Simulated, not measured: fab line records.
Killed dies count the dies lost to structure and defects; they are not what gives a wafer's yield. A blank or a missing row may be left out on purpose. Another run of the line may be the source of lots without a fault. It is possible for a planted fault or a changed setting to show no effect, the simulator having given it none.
The tool behind it: which one?    flow sky130    72 wafers from 24 lots sampled at 6 of the route's 708 steps

WHAT EACH GAUGE READ, for each wafer
SKY_CAPM_THK_MEAS_04: measures by xrf. Usual: CAPM_TIN_THK 200.0 nm, standard deviation 1.9.
lot   measured      on             CAPM_TIN_THK (nm)  flag
L074  day 37 18:57  film-metro-03  199.2 201.6 198.8  
L075  day 37 22:29  film-metro-02  200.0 203.3 203.9  
L076  day 38 02:26  film-metro-02  198.0 199.7 200.2  
L077  day 38 19:56  film-metro-02  200.2 201.9 200.1  
L078  day 39 02:28  film-metro-03  200.1 196.8 200.4  
L079  day 39 03:56  film-metro-01  200.2 200.6 198.8  
L080  day 39 06:05  film-metro-02  197.9 201.5 200.7  
L081  day 40 03:06  film-metro-02  202.5 200.6 202.2  
L082  day 40 05:32  film-metro-01  198.6 197.9 201.1  
L083  day 40 07:00  film-metro-03  198.3 197.8 198.1  
L084  day 40 13:41  film-metro-02  203.1 203.3 199.8  
L085  day 41 05:16  film-metro-03  201.2 199.2 198.1  
L086  day 41 09:53  film-metro-02  200.1 199.8 199.6  
L087  day 41 13:52  film-metro-03  199.5 199.3 198.2  
L088  day 41 15:22  film-metro-01  199.6 197.8 199.3  
L089  day 42 04:19  film-metro-01  200.0 201.3 199.1  
L090  day 42 07:13  film-metro-02  203.2 202.8 199.7  
L091  day 42 14:16  film-metro-02  198.8 200.0 195.9  
L092  day 42 15:44  film-metro-02  201.6 201.1 200.0  
L093  day 43 05:27  film-metro-03  200.3 203.9 200.9  
L094  day 43 07:42  film-metro-02  200.0 199.2 199.2  
L095  day 43 19:42  film-metro-03  194.0 198.4 198.4  
L096  day 43 20:56  film-metro-01  202.5 201.8 204.2  
L097  day 44 08:08  film-metro-03  202.0 199.6 198.5  

SKY_PASSIVATION_THK_MEAS_03. Usual: PASSIVATION_CVD_02_THK 540 nm, standard deviation 6.9.
lot   measured      on             PASSIVATION_CVD_02_THK (nm)  flag
L074  day 45 08:16  film-metro-04  535 546 540                  
L075  day 45 12:19  film-metro-02  551 553 545                  
L076  day 45 15:02  film-metro-04  528 532 540                  
L077  day 46 05:55  film-metro-01  544 530 538                  
L078  day 46 10:40  film-metro-01  547 542 542                  
L079  day 46 10:43  film-metro-01  543 549 545                  
L080  day 46 11:53  film-metro-02  541 546 538                  
L081  day 47 07:44  film-metro-01  550 545 544                  
L082  day 47 09:22  film-metro-02  530 543 533                  
L083  day 47 09:21  film-metro-04  538 546 545                  
L084  day 47 16:24  film-metro-01  531 545 539                  
L085  day 48 03:01  film-metro-02  542 540 549                  
L086  day 48 09:14  film-metro-01  526 531 539                  
L087  day 48 12:59  film-metro-04  540 548 548                  
L088  day 48 14:17  film-metro-01  540 547 545                  
L089  day 49 00:49  film-metro-01  539 527 538                  
L090  day 49 01:08  film-metro-04  545 547 553                  
L091  day 49 07:34  film-metro-04  531 523 541                  
L092  day 49 08:26  film-metro-01  549 546 549                  
L093  day 49 22:05  film-metro-02  542 543 551                  
L094  day 49 22:47  film-metro-01  536 535 535                  
L095  day 50 08:55  film-metro-02  532 536 534                  
L096  day 50 10:57  film-metro-01  541 551 542                  
L097  day 50 16:34  film-metro-01  531 542 550                  

WHICH TOOL RAN EACH LOT (tool, then ch and the chambers of the sampled wafers, then the start)
lot   SKY_VIA2_CVD_21                SKY_METAL3_ETCH_16                 SKY_VIA3_SPUTTER_20           SKY_METAL4_SPUTTER_04
L074  cvd-w-02 ch 0,1, day 37 17:36  rie-metal-04 ch 0,1, day 39 23:18  pvd-sputter-02, day 41 02:34  pvd-sputter-04, day 41 03:20
L075  cvd-w-01 ch 0,1, day 37 21:26  rie-metal-02 ch 0,1, day 40 02:56  pvd-sputter-04, day 41 06:32  pvd-sputter-03, day 41 07:37
L076  cvd-w-02 ch 0,1, day 38 01:22  rie-metal-04 ch 0,1, day 40 05:54  pvd-sputter-01, day 41 09:48  pvd-sputter-04, day 41 10:38
L077  cvd-w-01 ch 0,1, day 38 18:52  rie-metal-04 ch 0,1, day 40 22:53  pvd-sputter-01, day 42 02:28  pvd-sputter-03, day 42 03:17
L078  cvd-w-01 ch 0,1, day 39 00:39  rie-metal-04 ch 0,1, day 41 05:34  pvd-sputter-01, day 42 08:23  pvd-sputter-01, day 42 09:28
L079  cvd-w-01 ch 0,1, day 39 02:41  rie-metal-02 ch 0,1, day 41 06:54  pvd-sputter-01, day 42 09:43  pvd-sputter-04, day 42 10:47
L080  cvd-w-01 ch 1, day 39 04:59    rie-metal-02 ch 1, day 41 08:29    pvd-sputter-04, day 42 11:01  pvd-sputter-03, day 42 11:50
L081  cvd-w-01 ch 0,1, day 40 02:02  rie-metal-03 ch 0,1, day 42 04:53  pvd-sputter-01, day 43 07:48  pvd-sputter-04, day 43 08:48
L082  cvd-w-01 ch 0, day 40 04:26    rie-metal-03 ch 1, day 42 07:12    pvd-sputter-01, day 43 10:29  pvd-sputter-04, day 43 11:16
L083  cvd-w-01 ch 0,1, day 40 05:49  rie-metal-03 ch 0,1, day 42 10:01  pvd-sputter-04, day 43 12:13  pvd-sputter-03, day 43 12:59
L084  cvd-w-01 ch 0,1, day 40 12:37  rie-metal-04 ch 0,1, day 42 15:14  pvd-sputter-02, day 43 18:00  pvd-sputter-03, day 43 18:46
L085  cvd-w-01 ch 0,1, day 41 03:53  rie-metal-02 ch 0,1, day 43 05:46  pvd-sputter-01, day 44 07:11  pvd-sputter-04, day 44 07:58
L086  cvd-w-01 ch 0,1, day 41 08:49  rie-metal-03 ch 1, day 43 10:55    pvd-sputter-04, day 44 12:38  pvd-sputter-01, day 44 13:25
L087  cvd-w-01 ch 0,1, day 41 12:47  rie-metal-02 ch 0,1, day 43 14:48  pvd-sputter-04, day 44 16:43  pvd-sputter-04, day 44 17:29
L088  cvd-w-01 ch 0,1, day 41 14:17  rie-metal-04 ch 0,1, day 43 16:50  pvd-sputter-02, day 44 18:03  pvd-sputter-01, day 44 18:49
L089  cvd-w-02 ch 0,1, day 42 03:14  rie-metal-02 ch 0,1, day 44 05:46  pvd-sputter-02, day 45 06:53  pvd-sputter-03, day 45 07:40
L090  cvd-w-01 ch 0,1, day 42 05:58  rie-metal-04 ch 0,1, day 44 06:50  pvd-sputter-01, day 45 08:02  pvd-sputter-03, day 45 08:49
L091  cvd-w-01 ch 0,1, day 42 13:10  rie-metal-03 ch 0,1, day 44 13:33  pvd-sputter-04, day 45 14:50  pvd-sputter-03, day 45 15:36
L092  cvd-w-02 ch 0,1, day 42 14:40  rie-metal-03 ch 0,1, day 44 16:14  pvd-sputter-01, day 45 16:46  pvd-sputter-03, day 45 17:40
L093  cvd-w-01 ch 0,1, day 43 04:13  rie-metal-04 ch 0, day 45 05:55    pvd-sputter-04, day 46 06:32  pvd-sputter-01, day 46 07:19
L094  cvd-w-02 ch 0,1, day 43 06:39  rie-metal-03 ch 0,1, day 45 06:08  pvd-sputter-04, day 46 07:14  pvd-sputter-04, day 46 08:00
L095  cvd-w-02 ch 0,1, day 43 18:37  rie-metal-03 ch 0,1, day 45 23:44  pvd-sputter-04, day 46 22:21  pvd-sputter-04, day 46 23:08
L096  cvd-w-01 ch 0,1, day 43 19:50  rie-metal-02 ch 0,1, day 46 00:06  pvd-sputter-01, day 46 23:41  pvd-sputter-03, day 47 00:28
L097  cvd-w-01 ch 0,1, day 44 07:02  rie-metal-02 ch 0,1, day 46 06:03  pvd-sputter-04, day 47 06:31  pvd-sputter-03, day 47 07:17
- SKY_VIA2_CVD_21: deposits W, target thk 420 nm, time 126.4 s.
- SKY_METAL3_ETCH_16: etches BARC in N2/H2, stops on SiO2, time 88.2 s, target depth 60 nm.
- SKY_VIA3_SPUTTER_20: material TiN, target thk 20 nm, time 80 s.
- SKY_METAL4_SPUTTER_04: material TiN, target thk 70 nm, time 58.3 s.

AS READ BY THE TOOLS THEMSELVES (means over the sampled wafers that have a number; for cases with no such wafer, the mark the record gives instead)
SKY_VIA2_CVD_21. Usual: heater-power-w at 876 W, with a standard deviation of 77.
lot   tool      heater-power-w (W)  flag
L074  cvd-w-02  967                 
L075  cvd-w-01  875                 
L076  cvd-w-02  962                 
L077  cvd-w-01  828                 
L078  cvd-w-01  861                 
L079  cvd-w-01  859                 
L080  cvd-w-01  792                 
L081  cvd-w-01  874                 
L082  cvd-w-01  897                 
L083  cvd-w-01  818                 
L084  cvd-w-01  872                 
L085  cvd-w-01  880                 
L086  cvd-w-01  814                 
L087  cvd-w-01  867                 
L088  cvd-w-01  826                 
L089  cvd-w-02  914                 
L090  cvd-w-01  878                 
L091  cvd-w-01  836                 
L092  cvd-w-02  918                 
L093  cvd-w-01  868                 
L094  cvd-w-02  950                 
L095  cvd-w-02  914                 
L096  cvd-w-01  829                 
L097  cvd-w-01  873                 

SKY_METAL3_ETCH_16. Usual: drypump-motor-current-A 5.6 A, standard deviation 0.43; h2-flow-sccm 200.0 sccm, standard deviation 0.61; oes-product-au 0.625 a.u., standard deviation 0.0042; rf-fwd-power-W 496.7 W, standard deviation 1.9; throttle-valve-pct 13.204 %, standard deviation 0.0088.
lot   tool          drypump-motor-current-A (A)  h2-flow-sccm (sccm)  oes-product-au (a.u.)  rf-fwd-power-W (W)  throttle-valve-pct (%)  flag
L074  rie-metal-04  5.8                          200.1                0.625                  499.4               13.212                  
L075  rie-metal-02  5.5                          200.2                0.627                  495.3               13.197                  
L076  rie-metal-04  6.1                          199.9                0.624                  495.8               13.193                  
L077  rie-metal-04  5.8                          200.6                0.629                  496.9               13.194                  
L078  rie-metal-04  5.8                          200.0                0.626                  498.0               13.204                  
L079  rie-metal-02  5.4                          200.1                0.622                  495.5               13.207                  
L080  rie-metal-02  5.4                          199.6                0.625                  495.1               13.200                  
L081  rie-metal-03  5.6                          200.1                0.626                  497.2               13.202                  
L082  rie-metal-03  5.1                          200.5                0.630                  496.4               13.208                  
L083  rie-metal-03  5.4                          199.7                0.624                  497.1               13.206                  
L084  rie-metal-04  6.1                          199.4                0.624                  496.0               13.206                  
L085  rie-metal-02  5.4                          199.5                0.625                  495.4               13.203                  
L086  rie-metal-03  5.0                          199.7                0.626                  499.9               13.206                  
L087  rie-metal-02  5.5                          200.2                0.627                  494.5               13.204                  
L088  rie-metal-04  6.1                          199.4                0.621                  497.7               13.197                  
L089  rie-metal-02  5.4                          200.4                0.627                  494.4               13.202                  
L090  rie-metal-04  5.8                          199.5                0.629                  499.8               13.200                  
L091  rie-metal-03  5.3                          199.8                0.626                  497.8               13.207                  
L092  rie-metal-03  5.3                          200.1                0.628                  497.7               13.197                  
L093  rie-metal-04  6.4                          199.4                0.628                  496.1               13.210                  
L094  rie-metal-03  5.3                          199.9                0.624                  496.3               13.208                  
L095  rie-metal-03  5.6                          199.3                0.627                  498.4               13.198                  
L096  rie-metal-02  5.5                          200.4                0.626                  494.2               13.199                  
L097  rie-metal-02  5.4                          199.3                0.623                  494.9               13.214                  

SKY_VIA3_SPUTTER_20. Usual: throttle-valve-pct at 29.7 %, with a standard deviation of 1.
lot   tool            throttle-valve-pct (%)  flag
L074  pvd-sputter-02  30.1                    
L075  pvd-sputter-04  30.1                    
L076  pvd-sputter-01  29.4                    
L077  pvd-sputter-01  29.5                    
L078  pvd-sputter-01  29.4                    
L079  pvd-sputter-01  29.7                    
L080  pvd-sputter-04  30.1                    
L081  pvd-sputter-01  29.4                    
L082  pvd-sputter-01  29.6                    
L083  pvd-sputter-04  29.9                    
L084  pvd-sputter-02  30.4                    
L085  pvd-sputter-01  29.5                    
L086  pvd-sputter-04  29.3                    
L087  pvd-sputter-04  30.1                    
L088  pvd-sputter-02  30.3                    
L089  pvd-sputter-02  30.1                    
L090  pvd-sputter-01  28.9                    
L091  pvd-sputter-04  29.6                    
L092  pvd-sputter-01  30.3                    
L093  pvd-sputter-04  29.3                    
L094  pvd-sputter-04  30.0                    
L095  pvd-sputter-04  30.2                    
L096  pvd-sputter-01  29.5                    
L097  pvd-sputter-04  29.5                    

SKY_METAL4_SPUTTER_04. Usual: throttle-valve-pct at 29.8 %, with a standard deviation of 0.84.
lot   tool            throttle-valve-pct (%)  flag
L074  pvd-sputter-04  30.1                    
L075  pvd-sputter-03  30.4                    
L076  pvd-sputter-04  29.8                    
L077  pvd-sputter-03  30.0                    
L078  pvd-sputter-01  29.7                    
L079  pvd-sputter-04  29.8                    
L080  pvd-sputter-03  30.0                    
L081  pvd-sputter-04  29.2                    
L082  pvd-sputter-04  29.8                    
L083  pvd-sputter-03  30.6                    
L084  pvd-sputter-03  30.0                    
L085  pvd-sputter-04  29.3                    
L086  pvd-sputter-01  29.4                    
L087  pvd-sputter-04  29.3                    
L088  pvd-sputter-01  28.7                    
L089  pvd-sputter-03  30.1                    
L090  pvd-sputter-03  30.2                    
L091  pvd-sputter-03  30.2                    
L092  pvd-sputter-03  29.9                    
L093  pvd-sputter-01  29.4                    
L094  pvd-sputter-04  30.1                    
L095  pvd-sputter-04  29.4                    
L096  pvd-sputter-03  30.0                    
L097  pvd-sputter-03  30.2                    

THE ANSWER, worked out from the rows above alone
Rule: a lot counts as off when the mean over its wafers that have a number is more than 3 standard deviations away from the usual mean. A lot without any number at a reading at which 4 lots or more have one is off too. All remaining lots with rows at the step are treated as sound. The gauges are gone through in route order, then the tools' own readings, and for those a lot's mean is taken as printed above. The first step at which some lot is off is used, and at that step the reading that is off furthest; a lot without a number counts as furthest.
No lot is off at any reading shown: from this, nothing can be told.

WHAT THE SIMULATOR HAD INSERTED
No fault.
